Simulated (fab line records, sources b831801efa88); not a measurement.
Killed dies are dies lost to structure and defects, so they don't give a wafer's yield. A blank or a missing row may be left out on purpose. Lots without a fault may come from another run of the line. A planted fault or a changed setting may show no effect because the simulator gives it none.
A struck lot beside a sound one | flow sky130 | 16 steps out of a route of 708
Sound: wafers L474.1, L474.2, L474.5. Struck: wafers L483.1, L483.3. (L483.5 of the same lot was not struck and is left out.) The cause comes at the end.
At each step with rows: each side's tool, then ch and its chambers, then its first start. Under that, the readings that differ: sound wafers | struck wafers | difference of the means | sigmas: that difference in standard deviations of wafers without a fault.
alike: readings whose means differ by less than 2 such deviations, and words and numbers that are the same on both sides. not compared: withheld readings, readings that some wafer has no value for, bounds like >300 that may hide the same value, and numbers for which the record gives no deviation and whose values overlap.
The two part at a step that has a row with sigmas, a row that says differs or no value, or rows on one side only. Numbers that don't overlap but have no deviation are shown without sigmas and don't part them. A reading that every wafer of one side lacks parts them only if that side has two wafers or more.

first, 7 steps without rows for these wafers: SKY_METAL4_HMDS_06 (prime time 60 s); SKY_METAL4_COAT_07 (resist thk 60 nm); SKY_METAL4_COAT_08 (resist thk 1140 nm); SKY_METAL4_SOFTBAKE_09 (time 90 s); SKY_METAL4_EXPOSE_10 (exposes mask MM4, target cd 300 nm); SKY_METAL4_PEB_11; SKY_METAL4_DEVELOP_12 (develop time 60 s).
SKY_METAL4_CD_MEAS_13: target cd 300 nm.
  sound on cd_sem-02, day 43 03:41; struck on cd_sem-01, day 45 21:14
  alike: cd_nm
SKY_METAL4_OVL_MEAS_14:
  sound on overlay-02, day 43 03:48; struck on overlay-01, day 45 21:22
  alike: METAL4_OVL
SKY_METAL4_DESCUM_15: chemistry O2, time 8 s.
  sound on rie_metal-02 ch 0,1, day 43 03:50; struck on rie_metal-02 ch 1, day 45 21:24
  alike: chamber_pressure_mTorr, drypump_motor_current_A, oes_product_au
  not compared: rf_hours_counter_h
SKY_METAL4_ETCH_16: etches BARC in N2/H2, stops on SiO2, time 88.2 s, target depth 60 nm.
  sound on rie_metal-02 ch 0,1, day 43 03:52; struck on rie_metal-02 ch 1, day 45 21:26
  reading                        | sound                | struck        | difference | sigmas
  chamber_pressure_mTorr (mTorr) | 29.947 30.009 29.968 | 30.038 30.016 | +0.052     | +2
  oes_product_au (a.u.)          | 0.629 0.627 0.628    | 0.617 0.617   | -0.011     | -2
  alike: drypump_motor_current_A, throttle_valve_pct
  not compared: rf_hours_counter_h
SKY_METAL4_ETCH_17: etches SiO2 in C4F8/O2/Ar, stops on TiN, time 3.9 s, target depth 15 nm.
  sound on rie_diel-03 ch 0,1,2, day 43 03:58; struck on rie_diel-03 ch 0,2, day 45 21:32
  alike: chamber_pressure_mTorr, oes_product_au
  not compared: rf_hours_counter_h
SKY_METAL4_METAL_ETCH_18: etches the open film in Cl2/BCl3, stops on SiO2, target depth 845 nm, time 183.1 s.
  sound on rie_metal-03 ch 0,1, day 43 03:59; struck on rie_metal-03 ch 0, day 45 21:33
  reading                                       | sound             | struck          | difference | sigmas
  oes_product_au (a.u.)                         | 0.861 0.861 0.868 | 0.841 0.844     | -0.021     | -3
  over_etch_frac                                | 0.3 0.3 0.3       | 0.37474 0.37474 | +0.07474   |
  model.KrF-thick_of_METAL4_COAT_08.thk_nm (nm) | 531.1 535.5 531.7 | 492.8 491.7     | -40.5      |
  alike: chamber_pressure_mTorr, drypump_motor_current_A, mfc_cl2_sccm, throttle_valve_pct
  not compared: rf_hours_counter_h
SKY_METAL4_STRIP_19: strips in O2/N2.
  sound on plasma_asher-01 ch 0,1, day 43 04:10; struck on plasma_asher-01 ch 1, day 45 21:44
  reading                      | sound          | struck    | difference | sigmas
  strip_time_to_endpoint_s (s) | 6.58 6.63 6.57 | 6.19 6.17 | -0.41      | -6
  alike: chamber_pressure_mTorr, drypump_motor_current_A, oes_product_au
  not compared: rf_hours_counter_h
then, 1 step without rows for these wafers: SKY_METAL4_STRIP_20 (strips in post etch residue remover, time 1200 s).
SKY_PAD_OPEN_PROBE_99:
  the record has rows for the sound wafers here (prober-02, day 46 23:37) and none for the struck ones

WHERE THEY PART
First at SKY_METAL4_ETCH_16; last, within this record, at SKY_PAD_OPEN_PROBE_99.

WHY: what the simulator had put in
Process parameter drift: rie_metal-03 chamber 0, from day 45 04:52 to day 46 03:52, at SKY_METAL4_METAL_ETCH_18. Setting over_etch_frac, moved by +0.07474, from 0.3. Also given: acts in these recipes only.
